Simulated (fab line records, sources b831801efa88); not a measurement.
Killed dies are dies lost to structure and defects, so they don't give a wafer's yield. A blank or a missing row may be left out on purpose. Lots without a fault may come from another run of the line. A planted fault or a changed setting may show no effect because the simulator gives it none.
fab line records | flow sky130
record lots=12 wafers=36 last_day=50
route steps=708 shown METAL2@502 VIA2@508 METAL3@534 PAD_OPEN@708
lots that met no fault: from a run of the same line without faults
start_h: hours from the record's first day to the start of the lot's first wafer shown | wait_h: hours since the lot's step before | " the same as in the row above | L1.1+2: a row that stands for several wafers | - no value, or no start given | * or withheld: withheld | < > ~ a bound
route shown NAME@n: a module of which the file shows steps, and the number in the route of the first | usual: mean/standard deviation of fault-free wafers | same: alike in all rows | chamber/n: place in a boat | sites: the reading at each site | _std_site: their standard deviation | _edge_site: outer sites' mean less inner sites' | radius_mm: how far each site lies from the wafer's centre | mask NAME#n: copy n | behind: the tool/chamber that last shaped the wafer | hold: why the lot was held/for how many hours/how that ended | device: the transistor (n, p or np) that didn't switch | end of line: the same wafers' tests at the end of the route | a step without rows: its recipe alone | killed: dies lost to structure and defects at the first sort, not the wafer's yield | map: a wafer's dies, x killed, . not, _ none there
set.NAME: the setting as run; set.NAME@STEP: as run at that earlier step | model.NAME: the simulator's own value behind a step, which no gauge read
steps of the route over a sample of lots; a table a step, a row a wafer
services: from which hour (start_h, from the record's first day; less than 0 if before it) a tool's chamber was out of use, for how many hours, and why
## steps
# step SKY_METAL2_METAL_ETCH_19
# recipe target_depth_a=3600 stop_on=SiO2 over_etch_frac=0.3 time_s=78 chemistry=Cl2/BCl3 resist_sidewall_deg=88 pressure_mtorr=10 icp_w=900 bias_w=48.5 Cl2_flow_sccm=60 bcl3_flow_sccm=30
# usual bcl3_flow_sccm=29.99/0.088 drypump_motor_current_A=5.57/0.3 oes_product_au=0.852/0.006 throttle_valve_pct=22.263/0.0085
# same time_s=78
# columns lot.wafer tool chamber start_h wait_h bcl3_flow_sccm drypump_motor_current_A oes_product_au rf_hours_counter_h throttle_valve_pct
L411.3 rie_metal-04 0 832.89 0.1 30.06 5.77 0.836 - 22.262
L411.5 " 0 " " 30.13 5.77 0.848 - 22.270
L411.6 " 1 " " 29.99 5.17 0.851 - 22.264
L413.2 rie_metal-03 1 852.21 0.0 29.91 5.78 0.847 6 22.272
L413.3 " 1 " " 29.95 5.78 0.847 - 22.266
L413.5 " 1 " " 29.97 5.79 0.848 - 22.273
L415.1 rie_metal-04 1 861.36 0.0 29.98 5.18 0.856 2 22.257
L415.3 " 1 " " 29.86 5.19 0.850 - 22.266
L415.5 " 1 " " 30.01 5.18 0.856 - 22.255
L416.1 rie_metal-04 1 870.82 0.0 30.05 5.17 0.851 3 22.277
L416.2 " 0 " " 30.03 5.78 0.858 14 22.274
L416.3 " 0 " " 30.04 5.75 0.855 - 22.255
L419.2 rie_metal-03 1 895.41 0.0 30.05 5.81 0.850 9 22.249
L419.3 " 0 " " 30.10 5.55 0.847 - 22.260
L419.6 " 0 " " 30.08 5.57 0.851 - 22.256
L420.1 rie_metal-04 0 903.32 0.0 29.99 5.77 0.852 15 22.264
L420.3 " 0 " " 29.88 5.79 0.860 - 22.254
L420.4 " 1 " " 29.93 5.19 0.846 - 22.269
L423.1 rie_metal-03 1 928.61 0.0 30.13 5.75 0.843 10 22.253
L423.4 " 0 " " 30.01 5.57 0.851 - 22.277
L423.6 " 0 " " 30.08 5.57 0.852 - 22.258
L425.1 rie_metal-04 0 941.26 0.0 29.91 5.77 0.851 17 22.265
L425.2 " 1 " " 30.16 5.19 0.860 5 22.256
L425.6 " 1 " " 30.12 5.17 0.848 - 22.273
L426.1 rie_metal-01 1 945.26 0.0 30.10 5.09 0.856 15 22.256
L426.2 " 0 " " 29.86 6.05 0.847 12 22.262
L426.5 " 1 " " 30.04 5.13 0.859 - 22.254
L427.1 rie_metal-03 0 948.95 0.1 30.05 5.58 0.844 19 22.266
L427.2 " 1 " " 30.07 5.80 0.852 11 22.266
L427.6 " 0 " " 30.07 5.57 0.848 - 22.250
L429.1 rie_metal-03 0 968.21 0.0 30.00 5.59 0.846 20 22.266
L429.2 " 1 " " 30.04 5.81 0.856 12 22.263
L429.4 " 0 " " 29.96 5.58 0.842 - 22.278
L431.3 rie_metal-03 0 982.47 0.1 30.04 5.58 0.857 - 22.283
L431.4 " 0 " " 29.98 5.59 0.844 - 22.259
L431.5 " 0 " " 29.95 5.58 0.855 - 22.266
# step SKY_VIA2_THK_MEAS_01
# recipe reads=SiO2_of_VIA2_HDPCVD_00
# usual VIA2_HDPCVD_THK=1119/14
# columns lot.wafer tool chamber start_h wait_h VIA2_HDPCVD_THK[nm]
L411.3 film_metro-02 - 833.69 0.1 1131
L411.5 " - " " 1109
L411.6 " - " " 1126
L413.2 film_metro-03 - 853.10 0.1 1115
L413.3 " - " " 1135
L413.5 " - " " 1129
L415.1 film_metro-03 - 862.26 0.1 1122
L415.3 " - " " 1117
L415.5 " - " " 1120
L416.1 film_metro-01 - 871.73 0.1 1112
L416.2 " - " " 1122
L416.3 " - " " 1114
L419.2 film_metro-02 - 896.24 0.1 1096
L419.3 " - " " 1105
L419.6 " - " " 1111
L420.1 film_metro-02 - 904.13 0.1 1118
L420.3 " - " " 1130
L420.4 " - " " 1130
L423.1 film_metro-01 - 929.42 0.1 1119
L423.4 " - " " 1094
L423.6 " - " " 1103
L425.1 film_metro-01 - 942.11 0.1 1120
L425.2 " - " " 1121
L425.6 " - " " 1121
L426.1 film_metro-01 - 946.11 0.1 1084
L426.2 " - " " 1114
L426.5 " - " " 1122
L427.1 film_metro-03 - 949.79 0.1 1134
L427.2 " - " " 1133
L427.6 " - " " 1110
L429.1 film_metro-01 - 969.02 0.1 1135
L429.2 " - " " 1143
L429.4 " - " " 1123
L431.3 film_metro-01 - 983.33 0.1 1118
L431.4 " - " " 1110
L431.5 " - " " 1111
# step SKY_VIA2_DEVELOP_11
# recipe develop_time_s=60 resist=KrF-thick dev_temp_c=21
# usual developer_temp_C=20.99/0.11
# columns lot.wafer tool chamber start_h wait_h developer_temp_C
L411.3 litho_track-04 0 859 - 21.05
L411.5 " 0 " " 21.11
L411.6 " 0 " " 21.04
L413.2 litho_track-03 0 879 - 20.99
L413.3 " 0 " " 21.03
L413.5 " 0 " " 21.04
L415.1 litho_track-01 0 888 - 21.03
L415.3 " 0 " " 20.98
L415.5 " 0 " " 20.93
L416.1 litho_track-01 0 898 - 20.99
L416.2 " 0 " " 21.04
L416.3 " 0 " " 21.04
L419.2 litho_track-04 0 921 - 21.13
L419.3 " 0 " " 21.17
L419.6 " 0 " " 21.06
L420.1 litho_track-01 0 928 - 20.93
L420.3 " 0 " " 20.83
L420.4 " 0 " " 20.91
L423.1 litho_track-04 0 954 - 21.13
L423.4 " 0 " " 21.20
L423.6 " 0 " " 21.02
L425.1 litho_track-01 0 966 - 20.26
L425.2 " 0 " " 20.37
L425.6 " 0 967 - 20.23
L426.1 litho_track-01 0 970 - 20.33
L426.2 " 0 " " 20.25
L426.5 " 0 " " 20.19
L427.1 litho_track-03 0 973 - 20.80
L427.2 " 0 " " 20.93
L427.6 " 0 974 - 20.74
L429.1 litho_track-03 0 992 - 21.17
L429.2 " 0 " " 21.04
L429.4 " 0 " " 21.05
L431.3 litho_track-03 0 1007 - 21.09
L431.4 " 0 " " 21.13
L431.5 " 0 " " 20.96
# step SKY_METAL3_SPUTTER_02
# recipe material=AlCu target_thk_nm=735 power_w=10600 time_s=39.1 chamber_pressure_pa=0.4
# usual throttle_valve_pct=30.0/1.1
# same time_s=39.1
# columns lot.wafer tool chamber start_h wait_h throttle_valve_pct
L411.3 pvd_sputter-04 - 860.99 0.0 29.6
L411.5 " - " " 29.7
L411.6 " - " " 29.5
L413.2 pvd_sputter-02 - 881.57 0.0 28.8
L413.3 " - " " 30.5
L413.5 " - " " 31.0
L415.1 pvd_sputter-03 - 890.07 0.0 30.8
L415.3 " - " " 30.7
L415.5 " - " " 29.0
L416.1 pvd_sputter-02 - 899.77 0.0 30.6
L416.2 " - " " 29.0
L416.3 " - " " 31.1
L419.2 pvd_sputter-04 - 923.20 0.0 29.4
L419.3 " - " " 28.3
L419.6 " - " " 32.1
L420.1 pvd_sputter-04 - 930.14 0.0 32.0
L420.3 " - " " 29.7
L420.4 " - " " 29.6
L423.1 pvd_sputter-03 - 956.20 0.0 30.9
L423.4 " - " " 30.9
L423.6 " - " " 30.6
L425.1 pvd_sputter-02 - 968.64 0.0 29.1
L425.2 " - " " 30.7
L425.6 " - " " 30.7
L426.1 pvd_sputter-04 - 972.11 0.0 32.3
L426.2 " - " " 29.2
L426.5 " - " " 29.4
L427.1 pvd_sputter-04 - 976.04 0.0 32.4
L427.2 " - " " 29.5
L427.6 " - " " 32.2
L429.1 pvd_sputter-02 - 994.26 0.0 30.3
L429.2 " - " " 29.6
L429.4 " - " " 30.9
L431.3 pvd_sputter-03 - 1008.87 0.0 30.4
L431.4 " - " " 30.7
L431.5 " - " " 30.6
# step SKY_PAD_OPEN_PROBE_99
# usual defect_limited_yield=82.9/2 killed_at_M0_to_M3=43/7 killed_at_M4_up=3.0/1.9 killed_at_contacts=24/4.6 killed_at_front_end=15/4.1 killed_at_other=0.3/0.52 killed_dies=84/9.7 killed_open=46/6.9 killed_short=38/6.8 sort_bin_3_pad_short=0.8/0.41 sort_bin_5_function=10.2/1.5 sort_bin_6_memory=6.1/1.1 sort_n_pass=408/9.7 sort_yield_pct=82.9/2
# same gross_dies=492 killed_at_back_side=0 sort_bin_4_leakage[%]=0 sort_bin_8_speed[%]=0
# columns lot.wafer tool chamber start_h wait_h defect_limited_yield[%] killed_at_M0_to_M3 killed_at_M4_up killed_at_contacts killed_at_front_end killed_at_other killed_dies killed_open killed_short sort_bin_3_pad_short[%] sort_bin_5_function[%] sort_bin_6_memory[%] sort_n_pass sort_yield_pct[%]
L420.1 prober-01 - 1138.88 0.1 84.6 36 3 25 12 0 76 40 36 0.2 9.6 5.7 416 84.6
L420.3 prober-01 - 1138.98 0.2 80.7 55 2 22 16 0 95 53 41 1.0 12.6 5.7 397 80.7
L420.4 prober-01 - 1139.03 0.2 82.1 48 2 23 14 1 88 39 48 1.4 11.0 5.5 404 82.1
# killed by level:class
L420.1 VIA1:geometric_particle:open=9 CONTACT:geometric_particle:open=7 VIA3:geometric_particle:open=7 LI_CONTACT:geometric_particle:open=6 LI_CONTACT:geometric_particle:short=5 LOCAL_INTERCONNECT:geometric_particle:short=4 FIELD_ISO:geometric_particle:short=3 CONTACT:geometric_particle:short=3
L420.3 CONTACT:geometric_particle:open=10 VIA1:geometric_particle:open=10 VIA3:geometric_particle:open=9 METAL2:geometric_particle:short=8 VIA2:geometric_particle:open=7 LI_CONTACT:geometric_particle:open=5 POLY_GATE:geometric_particle:short=4 CONTACT:geometric_particle:short=4
L420.4 FIELD_ISO:geometric_particle:short=7 CONTACT:geometric_particle:open=7 METAL1:geometric_particle:short=7 METAL3:geometric_particle:short=6 VIA1:geometric_particle:short=6 VIA1:geometric_particle:open=6 VIA2:geometric_particle:open=6 LI_CONTACT:geometric_particle:open=5
## services
# columns tool chamber start_h hours kind
pvd_sputter-04 - 822.14 5.7 repair
rie_metal-01 1 839.05 4.0 repair
rie_metal-03 - 855.62 1.4 pm
rie_metal-04 - 908.11 0.5 repair
rie_metal-03 - 929.48 2.8 pm
pvd_sputter-02 - 937.96 15.0 repair
rie_metal-04 0 960.89 - clean
rie_metal-04 0 960.89 22.9 scheduled_down
rie_metal-04 0 960.89 22.9 vent_cycle
rie_metal-03 1 971.58 15.1 repair
rie_metal-04 - 975.46 55.4 repair
pvd_sputter-03 - 987.66 2.1 repair
## key
first_sign step=SKY_VIA2_DEVELOP_11 reading=developer_temp_C direction=down sigmas=6.8 usual=* struck=*
effect none on later readings
met_at SKY_VIA2_DEVELOP_11
struck_lots L425,L426
not_acting_at SKY_METAL2_METAL_ETCH_19,SKY_VIA2_THK_MEAS_01,SKY_METAL3_SPUTTER_02
onset_between 928 966
fault kind=process_parameter_drift tool=litho_track-01 chamber=- onset_h=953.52 steps=SKY_VIA2_DEVELOP_11 channel=dev_temp_c offset=* shape=step end_h=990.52 acts_in=* stated=*
